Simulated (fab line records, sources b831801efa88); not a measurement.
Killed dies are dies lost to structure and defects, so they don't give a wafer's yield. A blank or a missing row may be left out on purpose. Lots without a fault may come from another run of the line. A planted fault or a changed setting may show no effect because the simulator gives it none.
fab line records | flow sky130 | part 1 of 2: steps 1 to 26 of 35
record lots=5 wafers=15 last_day=49
route steps=708 shown LI_CONTACT@375 LOCAL_INTERCONNECT@387 CONTACT@406
lots that met no fault: from a run of the same line without faults
start_h: hours from the record's first day to the start of the lot's first wafer shown | wait_h: hours since the lot's step before | " the same as in the row above | L1.1+2: a row that stands for several wafers | - no value, or no start given | * or withheld: withheld | < > ~ a bound
route shown NAME@n: a module of which the file shows steps, and the number in the route of the first | usual: mean/standard deviation of fault-free wafers | same: alike in all rows | chamber/n: place in a boat | sites: the reading at each site | _std_site: their standard deviation | _edge_site: outer sites' mean less inner sites' | radius_mm: how far each site lies from the wafer's centre | mask NAME#n: copy n | behind: the tool/chamber that last shaped the wafer | hold: why the lot was held/for how many hours/how that ended | device: the transistor (n, p or np) that didn't switch | end of line: the same wafers' tests at the end of the route | a step without rows: its recipe alone | killed: dies lost to structure and defects at the first sort, not the wafer's yield | map: a wafer's dies, x killed, . not, _ none there
set.NAME: the setting as run; set.NAME@STEP: as run at that earlier step | model.NAME: the simulator's own value behind a step, which no gauge read
lots at some steps of the route; a table a step, a row a wafer
services: from which hour (start_h, from the record's first day; less than 0 if before it) a tool's chamber was out of use, for how many hours, and why
## steps
# step SKY_LI_CONTACT_OVL_MEAS_13
# usual LI_CONTACT_OVL=-1/5.2
# columns lot.wafer tool chamber start_h wait_h LI_CONTACT_OVL[nm]
L080.1 overlay-01 - 723.36 0.1 2
L080.4 " - " " 1
L080.5 " - " " -6
L087.2 overlay-01 - 812.04 0.1 3
L087.4 " - " " 1
L087.5 " - " " 1
L088.3 overlay-01 - 812.39 0.1 -3
L088.5 " - " " -2
L088.6 " - " " 0
L091.3 overlay-01 - 813.78 0.1 -6
L091.5 " - " " 1
L091.6 " - " " 0
L092.1 overlay-02 - 817.33 0.1 1
L092.2 " - " " -8
L092.6 " - " " -1
# step SKY_LI_CONTACT_ETCH_14
# recipe chemistry=N2/H2 target=BARC ion_energy_ev=200 source_w=500 bias_w=100 pressure_mtorr=30 n2_flow_sccm=100 h2_flow_sccm=200 stop_on=SiO2 time_s=45.9 target_depth_a=600
# usual drypump_motor_current_A=5.5/0.46 oes_product_au=0.855/0.0049 throttle_valve_pct=13.224/0.0095
# columns lot.wafer tool chamber start_h wait_h drypump_motor_current_A oes_product_au rf_hours_counter_h throttle_valve_pct
L080.1 rie_diel-04 1 723.40 0.0 5.8 0.855 4 13.222
L080.4 " 2 " " 5.2 0.859 32 13.227
L080.5 " 1 " " 5.8 0.868 - 13.231
L087.2 rie_diel-02 3 812.07 0.0 6.2 0.853 7 13.226
L087.4 " 0 " " 5.0 0.861 - 13.228
L087.5 " 1 " " 5.8 0.849 - 13.236
L088.3 rie_diel-01 2 812.42 0.0 6.2 0.849 16 13.224
L088.5 " 2 " " 6.2 0.851 - 13.234
L088.6 " 3 " " 5.0 0.854 - 13.224
L091.3 rie_diel-01 0 813.80 0.0 5.5 0.860 9 13.225
L091.5 " 1 " " 5.3 0.859 - 13.244
L091.6 " 0 " " 5.4 0.855 - 13.239
L092.1 rie_diel-02 2 817.37 0.0 5.1 0.862 5 13.230
L092.2 " 3 " " 6.2 0.853 7 13.218
L092.6 " 1 " " 5.8 0.858 - 13.222
# step SKY_LI_CONTACT_ETCH_15
# recipe target=PSG chemistry=C4F8/O2/Ar stop_on=Si taper_deg=4.15 mask_material=KrF-thick source_w=1500 bias_w=1200 pressure_mtorr=40 c4f8_flow_sccm=withheld O2_flow_sccm=6 Ar_flow_sccm=300 time_s=withheld target_depth_a=6000
# usual oes_product_au=0.838/0.0048
# columns lot.wafer tool chamber start_h wait_h oes_product_au
L080.1 rie_diel-04 1 723.44 0.0 0.843
L080.4 " 2 " " 0.834
L080.5 " 1 " " 0.835
L087.2 rie_diel-02 3 812.11 0.0 0.841
L087.4 " 0 " " 0.838
L087.5 " 1 " " 0.842
L088.3 rie_diel-01 2 812.46 0.0 0.850
L088.5 " 2 " " 0.831
L088.6 " 3 " " 0.830
L091.3 rie_diel-01 0 813.84 0.0 0.841
L091.5 " 1 " " 0.844
L091.6 " 0 " " 0.832
L092.1 rie_diel-02 2 817.41 0.0 0.834
L092.2 " 3 " " 0.830
L092.6 " 1 " " 0.826
# step SKY_LI_CONTACT_STRIP_16
# recipe chemistry=O2/N2 power_w=1400 pressure_mtorr=1500 platen_temp_c=withheld o2_flow_sccm=3000 n2_flow_sccm=300 overash_fraction=0.5
# usual drypump_motor_current_A=5.65/0.29 oes_product_au=0.376/0.0053 strip_time_to_endpoint_s=3.50/0.063
# columns lot.wafer tool chamber start_h wait_h drypump_motor_current_A oes_product_au rf_hours_counter_h strip_time_to_endpoint_s
L080.1 plasma_asher-03 1 723.53 - 5.68 0.374 87 3.42
L080.4 " 0 " " 5.70 0.369 - 3.48
L080.5 " 0 " " 5.72 0.378 - 3.44
L087.2 plasma_asher-01 1 812.19 - 5.19 0.386 69 3.58
L087.4 " 0 " " 5.89 0.380 - 3.48
L087.5 " 0 " " 5.89 0.378 - 3.44
L088.3 plasma_asher-04 1 812.58 - 5.39 0.382 - 3.47
L088.5 " 1 " " 5.40 0.374 - 3.49
L088.6 " 0 " " 6.04 0.376 - 3.38
L091.3 plasma_asher-03 0 813.96 - 5.69 0.372 - 3.61
L091.5 " 0 " " 5.70 0.371 - 3.48
L091.6 " 1 " " 5.69 0.379 - 3.59
L092.1 plasma_asher-01 0 817.50 - 5.87 0.378 70 3.58
L092.2 " 1 " " 5.19 0.374 70 3.59
L092.6 " 0 " " 5.89 0.367 - 3.47
# step SKY_LI_CONTACT_CLEAN_17
# recipe chemistry=NMP time_s=600 temp_c=60 dry=n2_spin
# usual temp_c=60.02/0.11
# columns lot.wafer tool chamber start_h wait_h temp_c
L080.1 wet_bench-01 0 723.63 0.1 60.08
L080.4 " 0 " " 60.10
L080.5 " 0 " " 59.96
L087.2 wet_bench-02 2 812.29 0.1 60.15
L087.4 " 2 " " 59.88
L087.5 " 2 " " 60.01
L088.3 wet_bench-04 2 812.64 0.0 59.98
L088.5 " 2 " " 59.94
L088.6 " 2 " " 60.02
L091.3 wet_bench-04 0 814.03 0.0 60.10
L091.5 " 0 " " 59.98
L091.6 " 0 " " 60.20
L092.1 wet_bench-02 3 817.60 0.1 60.02
L092.2 " 3 " " 60.03
L092.6 " 3 " " 60.03
# step SKY_LI_CONTACT_PRE_CLEAN_18
# recipe gas=Ar time_s=5.6 bias_v=358
# columns lot.wafer tool chamber start_h wait_h
L080.1+4+5 pvd_sputter-02 - 723.80 0.0
L087.2+4+5 pvd_sputter-01 - 812.47 0.0
L088.3+5+6 pvd_sputter-04 - 812.84 0.0
L091.3+5+6 pvd_sputter-02 - 814.22 0.0
L092.1+2+6 pvd_sputter-02 - 817.77 0.0
# step SKY_LI_CONTACT_SPUTTER_19
# recipe material=Ti target_thk_nm=20 chamber_pressure_pa=5 power_w=2500 substrate_temp_c=200 time_s=106.37
# usual throttle_valve_pct=29.8/0.81
# columns lot.wafer tool chamber start_h wait_h throttle_valve_pct
L080.1 pvd_sputter-02 - 723.82 0.0 30.8
L080.4 " - " " 30.5
L080.5 " - " " 31.0
L087.2 pvd_sputter-01 - 812.49 0.0 28.6
L087.4 " - " " 28.9
L087.5 " - " " 30.5
L088.3 pvd_sputter-04 - 812.86 0.0 29.2
L088.5 " - " " 29.1
L088.6 " - " " 30.0
L091.3 pvd_sputter-02 - 814.24 0.0 29.5
L091.5 " - " " 30.7
L091.6 " - " " 31.1
L092.1 pvd_sputter-02 - 817.79 0.0 30.8
L092.2 " - " " 30.3
L092.6 " - " " 28.9
# step SKY_LI_CONTACT_SPUTTER_20
# recipe material=TiN target_thk_nm=20 chamber_pressure_pa=5 power_w=4000 time_s=80
# usual throttle_valve_pct=29.9/0.78
# columns lot.wafer tool chamber start_h wait_h throttle_valve_pct
L080.1 pvd_sputter-02 - 723.90 0.0 30.6
L080.4 " - " " 30.2
L080.5 " - " " 30.8
L087.2 pvd_sputter-01 - 812.57 0.0 28.7
L087.4 " - " " 28.9
L087.5 " - " " 30.5
L088.3 pvd_sputter-04 - 812.93 0.0 28.8
L088.5 " - " " 29.1
L088.6 " - " " 30.2
L091.3 pvd_sputter-02 - 814.31 0.0 29.2
L091.5 " - " " 30.6
L091.6 " - " " 30.7
L092.1 pvd_sputter-02 - 817.87 0.0 30.9
L092.2 " - " " 30.3
L092.6 " - " " 29.4
# step SKY_LI_CONTACT_CVD_21
# recipe material=W target_thk_nm=400 time_s=120.56 temp_c=400 pressure_torr=40
# usual heater_power_w=834/38
# columns lot.wafer tool chamber start_h wait_h heater_power_w
L080.1 cvd_w-01 0 723.96 0.0 785
L080.4 " 0 " " 805
L080.5 " 0 " " 821
L087.2 cvd_w-01 0 812.67 0.1 779
L087.4 " 0 " " 798
L087.5 " 0 " " 790
L088.3 cvd_w-02 1 813.03 0.1 905
L088.5 " 0 " " 823
L088.6 " 1 " " 896
L091.3 cvd_w-01 0 814.46 0.1 810
L091.5 " 0 " " 781
L091.6 " 0 " " 807
L092.1 cvd_w-02 1 817.93 0.0 904
L092.2 " 0 " " 819
L092.6 " 0 " " 827
# step SKY_LI_CONTACT_RS_MEAS_22
# recipe thk_meas_gauge=four-point-probe reads=W_of_LI_CONTACT_CVD_21+TiN_of_LI_CONTACT_SPUTTER_20+Ti_of_LI_CONTACT_SPUTTER_19
# usual LI_CONTACT_W_RS=0.288/0.0049
# columns lot.wafer tool chamber start_h wait_h LI_CONTACT_W_RS[ohm/sq]
L080.1 film_metro-03 - 724.21 0.2 0.297
L080.4 " - " " 0.296
L080.5 " - " " 0.294
L087.2 film_metro-02 - 812.90 0.2 0.296
L087.4 " - " " 0.293
L087.5 " - " " 0.291
L088.3 film_metro-01 - 813.16 0.1 0.281
L088.5 " - " " 0.283
L088.6 " - " " 0.283
L091.3 film_metro-03 - 814.67 0.2 0.294
L091.5 " - " " 0.293
L091.6 " - " " 0.292
L092.1 film_metro-02 - 818.06 0.1 0.285
L092.2 " - " " 0.288
L092.6 " - " " 0.292
# step SKY_LI_CONTACT_THK_MEAS_23
# recipe thk_meas_gauge=xrf reads=W_of_LI_CONTACT_CVD_21
# usual LI_CONTACT_W_THK=408/8.1
# columns lot.wafer tool chamber start_h wait_h LI_CONTACT_W_THK[nm]
L080.1 film_metro-03 - 724.33 0.1 400
L080.4 " - " " 398
L080.5 " - " " 401
L087.2 film_metro-02 - 813.01 0.1 393
L087.4 " - " " 396
L087.5 " - " " 401
L088.3 film_metro-01 - 813.26 0.1 421
L088.5 " - " " 416
L088.6 " - " " 417
L091.3 film_metro-03 - 814.77 0.1 399
L091.5 " - " " 398
L091.6 " - " " 403
L092.1 film_metro-02 - 818.18 0.1 401
L092.2 " - " " 399
L092.6 " - " " 396
# step SKY_LI_CONTACT_CMP_24
# recipe stop_on=PSG t_overpolish_s=20 down_force_psi=3.5 platen_rpm=60 target_thk_nm=0 pad_velocity_m_s=0.94248
# usual motor_current_A=11.6/0.93 overpolish_run_s=20.002/0.01 retaining_ring_pressure_frac=1.001/0.0049 time_to_endpoint_s=95/5.4
# columns lot.wafer tool chamber start_h wait_h motor_current_A overpolish_run_s retaining_ring_pressure_frac time_to_endpoint_s
L080.4 cmp-02 0 724.44 0.1 11.3 20.010 1.000 87
L080.1 " 1 " " 11.5 20.017 1.002 102
L080.5 " 0 " " 11.5 20.007 1.004 93
L087.2 cmp-02 1 813.06 0.0 12.0 20.008 1.014 103
L087.4 " 0 " " 11.7 20.014 1.001 86
L087.5 " 2 " " 10.8 20.000 1.005 99
L088.3 cmp-02 1 813.46 0.2 12.2 19.998 1.001 102
L088.5 " 3 " " 10.9 20.004 0.990 93
L088.6 " 0 " " 11.5 20.005 1.008 92
L091.3 cmp-02 3 815.04 0.3 10.9 20.005 1.007 94
L091.6 " 2 " " 10.0 20.008 1.001 98
L091.5 " 3 " " 11.6 19.988 1.003 95
L092.1 cmp-02 3 818.24 0.1 11.0 20.020 1.006 100
L092.2 " 1 " " 12.3 19.980 0.995 106
L092.6 " 3 " " 10.8 20.001 1.001 96
# step SKY_LOCAL_INTERCONNECT_SPUTTER_00
# recipe material=TiN target_thk_nm=100 temp_c=300 power_w=6500 time_s=83.3 chamber_pressure_pa=0.4
# usual throttle_valve_pct=29.4/0.64
# columns lot.wafer tool chamber start_h wait_h throttle_valve_pct
L080.1 pvd_sputter-03 - 724.69 0.1 29.2
L080.4 " - " " 28.9
L080.5 " - " " 29.2
L087.2 pvd_sputter-03 - 813.36 0.2 29.6
L087.4 " - " " 28.6
L087.5 " - " " 29.2
L088.3 pvd_sputter-04 - 813.66 0.1 30.1
L088.5 " - " " 30.3
L088.6 " - " " 29.5
L091.3 pvd_sputter-01 - 815.29 0.2 30.8
L091.5 " - " " 29.9
L091.6 " - " " 30.5
L092.1 pvd_sputter-03 - 818.54 0.2 28.7
L092.2 " - " " 29.0
L092.6 " - " " 28.9
# step SKY_LOCAL_INTERCONNECT_RS_MEAS_01
# recipe thk_meas_gauge=four-point-probe reads=TiN_of_LOCAL_INTERCONNECT_SPUTTER_00
# usual LOCAL_INTERCONNECT_TIN_RS=14.11/0.22
# columns lot.wafer tool chamber start_h wait_h LOCAL_INTERCONNECT_TIN_RS[ohm/sq]
L080.1 film_metro-04 - 724.75 0.0 14.16
L080.4 " - " " 14.24
L080.5 " - " " 14.17
L087.2 film_metro-02 - 813.44 0.1 14.52
L087.4 " - " " 14.40
L087.5 " - " " 14.26
L088.3 film_metro-04 - 813.76 0.1 13.99
L088.5 " - " " 14.04
L088.6 " - " " 14.30
L091.3 film_metro-04 - 815.40 0.1 13.93
L091.5 " - " " 13.96
L091.6 " - " " 13.91
L092.1 film_metro-02 - 818.60 0.0 14.23
L092.2 " - " " 14.23
L092.6 " - " " 14.31
# step SKY_LOCAL_INTERCONNECT_THK_MEAS_02
# recipe thk_meas_gauge=xrf reads=TiN_of_LOCAL_INTERCONNECT_SPUTTER_00
# usual LOCAL_INTERCONNECT_TIN_THK=99.7/1.4
# columns lot.wafer tool chamber start_h wait_h LOCAL_INTERCONNECT_TIN_THK[nm]
L080.1 film_metro-04 - 724.87 0.1 100.1
L080.4 " - " " 99.1
L080.5 " - " " 100.0
L087.2 film_metro-02 - 813.55 0.1 96.9
L087.4 " - " " 97.6
L087.5 " - " " 98.7
L088.3 film_metro-04 - 813.86 0.1 100.3
L088.5 " - " " 99.8
L088.6 " - " " 98.5
L091.3 film_metro-04 - 815.50 0.1 100.7
L091.5 " - " " 100.0
L091.6 " - " " 100.5
L092.1 film_metro-02 - 818.72 0.1 99.7
L092.2 " - " " 99.5
L092.6 " - " " 99.4
# step SKY_LOCAL_INTERCONNECT_DEHYDRATE_03
# recipe temp_c=200 time_s=60
# columns lot.wafer tool chamber start_h wait_h
L080.1+4+5 litho_track-04 0 737.41 12.5
L087.2+4+5 litho_track-03 0 825.52 12.0
L088.3+5+6 litho_track-04 0 826.21 12.3
L091.3+5+6 litho_track-02 0 828.26 12.8
L092.1+2+6 litho_track-04 0 831.56 12.8
# step SKY_LOCAL_INTERCONNECT_HMDS_04
# recipe prime_time_s=60 prime_temp_c=120
# columns lot.wafer tool chamber start_h wait_h
L080.1+4+5 litho_track-04 0 737.56 0.1
L087.2+4+5 litho_track-03 0 825.67 0.1
L088.3+5+6 litho_track-04 0 826.36 0.1
L091.3+5+6 litho_track-02 0 828.41 0.1
L092.1+2+6 litho_track-04 0 831.71 0.1
# step SKY_LOCAL_INTERCONNECT_COAT_05
# recipe resist=BARC temp_c=withheld time_s=withheld spin_rpm=3000 resist_thk_nm=60
# usual dispense_pressure_kPa=51.0/2
# columns lot.wafer tool chamber start_h wait_h dispense_pressure_kPa
L080.1 litho_track-04 0 737.71 0.1 48.7
L080.4 " 0 " " 48.7
L080.5 " 0 " " 48.7
L087.2 litho_track-03 0 825.82 0.1 52.0
L087.4 " 0 " " 52.0
L087.5 " 0 " " 52.0
L088.3 litho_track-04 0 826.51 0.1 48.6
L088.5 " 0 " " 48.6
L088.6 " 0 " " 48.6
L091.3 litho_track-02 0 828.56 0.1 53.0
L091.5 " 0 " " 53.0
L091.6 " 0 " " 53.0
L092.1 litho_track-04 0 831.86 0.1 48.6
L092.2 " 0 " " 48.7
L092.6 " 0 " " 48.6
# step SKY_LOCAL_INTERCONNECT_COAT_06
# recipe resist=KrF-thick spin_rpm=3000 resist_thk_nm=450
# usual dispense_pressure_kPa=51.0/2
# columns lot.wafer tool chamber start_h wait_h dispense_pressure_kPa
L080.1 litho_track-04 0 - - 48.7
L080.4 " 0 " " 48.7
L080.5 " 0 " " 48.7
L087.2 litho_track-03 0 - - 52.2
L087.4 " 0 " " 52.2
L087.5 " 0 " " 52.2
L088.3 litho_track-04 0 - - 48.6
L088.5 " 0 " " 48.7
L088.6 " 0 " " 48.7
L091.3 litho_track-02 0 - - 53.0
L091.5 " 0 " " 53.0
L091.6 " 0 " " 53.0
L092.1 litho_track-04 0 - - 48.7
L092.2 " 0 " " 48.7
L092.6 " 0 " " 48.6
# step SKY_LOCAL_INTERCONNECT_SOFTBAKE_07
# recipe temp_c=100 time_s=90 resist=KrF-thick
# columns lot.wafer tool chamber start_h wait_h
L080.1+4+5 litho_track-04 0 - -
L087.2+4+5 litho_track-03 0 - -
L088.3+5+6 litho_track-04 0 - -
L091.3+5+6 litho_track-02 0 - -
L092.1+2+6 litho_track-04 0 - -
# step SKY_LOCAL_INTERCONNECT_EXPOSE_08
# recipe mask_id=LI1M na=0.8 source_shape=annular sigma_inner=0.55 sigma_outer=0.85 target_cd_nm=170 dose_mj=28
# usual reticle_temp_C=23.02/0.094
# columns lot.wafer tool chamber start_h wait_h mask reticle_temp_C
L080.1 krf_scanner-02 0 - - LI1M#0 23.03
L080.4 " 0 " " LI1M#0 22.99
L080.5 " 0 " " LI1M#0 23.12
L087.2 krf_scanner-02 0 - - LI1M#0 23.17
L087.4 " 0 " " LI1M#0 23.07
L087.5 " 0 " " LI1M#0 22.83
L088.3 krf_scanner-02 0 - - LI1M#0 23.11
L088.5 " 0 " " LI1M#0 23.09
L088.6 " 0 " " LI1M#0 23.15
L091.3 krf_scanner-02 0 - - LI1M#0 22.94
L091.5 " 0 " " LI1M#0 23.00
L091.6 " 0 " " LI1M#0 22.94
L092.1 krf_scanner-02 0 - - LI1M#0 23.07
L092.2 " 0 " " LI1M#0 22.91
L092.6 " 0 " " LI1M#0 22.97
# step SKY_LOCAL_INTERCONNECT_PEB_09
# recipe peb_temp_c=withheld peb_time_s=withheld resist=KrF-thick
# columns lot.wafer tool chamber start_h wait_h
L080.1+4+5 litho_track-04 0 - -
L087.2+4+5 litho_track-04 0 - -
L088.3+5+6 litho_track-04 0 - -
L091.3+5+6 litho_track-03 0 - -
L092.1+2+6 litho_track-02 0 - -
# step SKY_LOCAL_INTERCONNECT_DEVELOP_10
# recipe develop_time_s=60 resist=KrF-thick dev_temp_c=21
# same develop_time_s=60
# columns lot.wafer tool chamber start_h wait_h
L080.1+4+5 litho_track-04 0 - -
L087.2+4+5 litho_track-04 0 - -
L088.3+5+6 litho_track-04 0 - -
L091.3+5+6 litho_track-03 0 - -
L092.1+2+6 litho_track-02 0 - -
# step SKY_LOCAL_INTERCONNECT_CD_MEAS_11
# recipe target_cd_nm=170
# usual cd_nm=170.3/1.6
# columns lot.wafer tool chamber start_h wait_h cd_nm
L080.1 cd_sem-01 - 751.66 - 170.9
L080.4 " - " " 168.1
L080.5 " - " " 170.1
L087.2 cd_sem-02 - 840.18 - 171.1
L087.4 " - " " 171.0
L087.5 " - " " 171.5
L088.3 cd_sem-02 - 840.55 - 169.2
L088.5 " - " " 169.7
L088.6 " - " " 170.5
L091.3 cd_sem-02 - 842.28 - 168.3
L091.5 " - " " 169.4
L091.6 " - " " 169.4
L092.1 cd_sem-02 - 845.11 - 168.7
L092.2 " - " " 168.6
L092.6 " - " " 169.3
# step SKY_LOCAL_INTERCONNECT_OVL_MEAS_12
# usual LOCAL_INTERCONNECT_OVL=0/5.7
# columns lot.wafer tool chamber start_h wait_h LOCAL_INTERCONNECT_OVL[nm]
L080.1 overlay-01 - 751.78 0.1 10
L080.4 " - " " 4
L080.5 " - " " 9
L087.2 overlay-01 - 840.29 0.1 -9
L087.4 " - " " -6
L087.5 " - " " -2
L088.3 overlay-01 - 840.64 0.1 2
L088.5 " - " " -2
L088.6 " - " " 8
L091.3 overlay-01 - 842.38 0.1 -9
L091.5 " - " " -6
L091.6 " - " " 3
L092.1 overlay-02 - 845.23 0.1 3
L092.2 " - " " 7
L092.6 " - " " 5
# step SKY_LOCAL_INTERCONNECT_ETCH_13
# recipe chemistry=N2/H2 target=BARC ion_energy_ev=200 bias_w=100 pressure_mtorr=30 n2_flow_sccm=100 h2_flow_sccm=200 icp_w=500 stop_on=SiO2 time_s=45.9 target_depth_a=600
# usual drypump_motor_current_A=5.45/0.29 oes_product_au=0.855/0.0049 throttle_valve_pct=13.225/0.0095
# columns lot.wafer tool chamber start_h wait_h drypump_motor_current_A oes_product_au rf_hours_counter_h throttle_valve_pct
L080.1 rie_metal-03 0 751.81 0.0 5.58 0.862 6 13.239
L080.4 " 1 " " 5.81 0.862 - 13.226
L080.5 " 0 " " 5.57 0.859 - 13.215
L087.2 rie_metal-01 0 840.32 0.0 5.60 0.856 11 13.240
L087.4 " 0 " " 5.61 0.850 - 13.223
L087.5 " 0 " " 5.61 0.852 - 13.238
L088.3 rie_metal-03 0 840.69 0.0 5.56 0.851 - 13.216
L088.5 " 1 " " 5.76 0.864 - 13.229
L088.6 " 0 " " 5.56 0.862 - 13.219
L091.3 rie_metal-01 0 842.42 0.0 5.62 0.859 - 13.237
L091.5 " 0 " " 5.63 0.852 - 13.218
L091.6 " 1 " " 4.86 0.852 - 13.223
L092.1 rie_metal-03 0 845.27 0.0 5.57 0.852 9 13.227
L092.2 " 1 " " 5.78 0.861 16 13.241
L092.6 " 1 " " 5.79 0.849 - 13.220
